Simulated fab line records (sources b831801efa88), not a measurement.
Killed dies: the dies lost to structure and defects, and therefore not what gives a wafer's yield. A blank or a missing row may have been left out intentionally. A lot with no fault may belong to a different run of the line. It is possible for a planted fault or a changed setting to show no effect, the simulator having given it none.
Comparing a struck lot with a sound one :: flow sky130 :: 16 out of 708 route steps
Sound: the wafers L515.2, L515.4, L515.6. Struck: wafers L504.2, L504.3, L504.5. The cause is named last.
Order at every step that has rows: each side's tool, ch and its chambers, its first start. Under that, the readings that differ: sound wafers :: struck wafers :: difference of the means :: sigmas: that difference in standard deviations of wafers without a fault.
alike: words and numbers the same on both sides, and readings whose means are apart by under 2 such deviations; not compared: readings that were withheld, readings missing a value for some wafer, numbers with overlapping values and no deviation given by the record, and bounds like >300 which may hide the same value.
Wherever a step has rows on one side only, a row that says differs or no value, or a row with sigmas, the two part there. Numbers that don't overlap but have no deviation are shown without sigmas and don't part them. A reading missing from all wafers of one side parts the sides only when that side holds two or more wafers.

first, 5 steps without rows for these wafers: SKY_SONOS_TUNNEL_COAT_02 (resist thk 1140 nm); SKY_SONOS_TUNNEL_SOFTBAKE_03 (time 60 s); SKY_SONOS_TUNNEL_EXPOSE_04 (exposes mask TUNM, target cd 410 nm); SKY_SONOS_TUNNEL_PEB_05; SKY_SONOS_TUNNEL_DEVELOP_06 (develop time 60 s).
SKY_SONOS_TUNNEL_CD_MEAS_07: the cd target is 410 nm.
  sound on cd_sem-01 at day 17 19:31; struck on cd_sem-01 at day 13 23:24
  alike: cd_nm
SKY_SONOS_TUNNEL_OVL_MEAS_08:
  sound on overlay-01 at day 17 19:37; struck on overlay-02 at day 13 23:30
  alike: SONOS_TUNNEL_OVL
then, 3 steps without rows for these wafers: SKY_SONOS_TUNNEL_IMPLANT_09; SKY_SONOS_TUNNEL_WET_ETCH_10 (etches SiO2 in dHF, target depth 14 nm, time 280 s); SKY_SONOS_TUNNEL_STRIP_11 (strips in SPM, time 600 s).
SKY_SONOS_TUNNEL_TW_MEAS_12:
  sound on film_metro-02 at day 17 20:05; struck on film_metro-02 at day 13 23:59
  alike: SONOS_TUNNEL_TW
then, 1 step without rows for these wafers: SKY_SONOS_TUNNEL_CLEAN_13 (cleans in dHF, time 20 s).
SKY_SONOS_ONO_OXIDATION_00: stabilise 600 s, purge 300 s, target thk 2.6 nm.
  sound on furnace-02 ch 0, day 18 01:12; struck on furnace-01 ch 0, day 14 00:58
reading: spike_tc_bottom_C (C)
sound: 816.4 814.1 815.2
struck: 786.1 785.7 786.0
difference: -29.3
sigmas: -10

reading: spike_tc_centre_C (C)
sound: 801.3 800.5 798.6
struck: 775.5 775.4 776.5
difference: -24.3
sigmas: -15

reading: spike_tc_lower_C (C)
sound: 801.7 800.3 800.8
struck: 776.9 776.2 777.2
difference: -24.2
sigmas: -22

reading: spike_tc_top_C (C)
sound: 810.2 810.0 810.5
struck: 793.0 793.2 794.5
difference: -16.7
sigmas: -6

reading: spike_tc_upper_C (C)
sound: 800.2 798.7 799.7
struck: 780.2 778.0 777.2
difference: -21.1
sigmas: -22

reading: tube_center_temp_C (C)
sound: 799.97 799.89 799.97
struck: 777.1 776.93 776.83
difference: -23.0
sigmas: -99 or more

reading: tube_center_temp_C_max
sound: 801.6 802.5 801.8
struck: 778.9 779.1 779.3
difference: -22.9
sigmas: -65

reading: model.SiO2_of_SONOS_ONO_OXIDATION_00.thk_nm (nm)
sound: 2.608 2.618 2.614
struck: 1.824 1.861 1.886
difference: -0.756
sigmas: 
SKY_SONOS_ONO_THK_MEAS_01:
  sound on film_metro-01 at day 18 02:34; struck on film_metro-04 at day 14 02:19
reading: SONOS_ONO_OXIDATION_THK (nm)
sound: 2.60 2.64 2.60
struck: 1.79 1.91 1.95
difference: -0.73
sigmas: -13
then, 1 step without rows for these wafers: SKY_SONOS_ONO_CVD_02 (deposits Si3N4 from DCS/NH3, target thk 10.5 nm, time 173.3 s).
-- here the record skips 34 days between the struck wafers' starts before and after, leaving off in module SONOS_ONO and picking up in module PAD_OPEN (first step shown: number 708 of the route) --
SKY_PAD_OPEN_PROBE_99:
  sound on prober-02 at day 50 07:59; struck on prober-02 at day 48 02:01
reading: killed_at_M0_to_M3
sound: 46 53 52
struck: 39 23 39
difference: -17
sigmas: -2

reading: killed_dies
sound: 80 101 108
struck: 83 60 84
difference: -21
sigmas: -2

reading: model.etest.sonos_erased.drive_ua_um
sound: 218.7 227.7 181.6
struck: 290.6 250.6 229.9
difference: +47.7
sigmas: 

reading: model.etest.sonos_uncharged.r_on_ohm_um
sound: 797.4 819.8 796.8
struck: 775.3 778.7 779.8
difference: -26.7
sigmas: 

reading: model.etest.cap_ono.gate_log10_a_cm2
sound: -7.482 -7.727 -7.537
struck: -6.744 -6.649 -6.955
difference: +0.799
sigmas: 

reading: model.etest.cap_ono.tox_acc_nm (nm)
sound: 12.52 12.7 12.58
struck: 11.94 11.88 12.08
difference: -0.63
sigmas: 

reading: model.etest.sonos_erased.vt_v (V)
sound: -2.419 -2.391 -2.361
struck: -2.737 -2.713 -2.649
difference: -0.309
sigmas: 

reading: model.etest.sonos_baked.vt_less_v (V)
sound: -0.5822 -0.5443 -0.5753
struck: -0.8806 -0.8462 -0.7822
difference: -0.2691
sigmas: 

reading: model.etest.sonos_baked.vt_v (V)
sound: 1.064 0.9927 1.031
struck: 0.8029 0.8332 0.8334
difference: -0.2061
sigmas: 
  alike: killed_at_M4_up, killed_at_contacts, killed_at_front_end, killed_at_other, killed_open, killed_short
  not compared: model.etest.cap_ono.gate_bv_v

WHERE THEY PART
First at SKY_SONOS_ONO_OXIDATION_00; last, within this record, at SKY_PAD_OPEN_PROBE_99.

WHY: whatever the simulator had introduced
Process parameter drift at SKY_SONOS_ONO_OXIDATION_00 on furnace-01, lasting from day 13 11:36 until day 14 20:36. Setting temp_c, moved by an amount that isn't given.
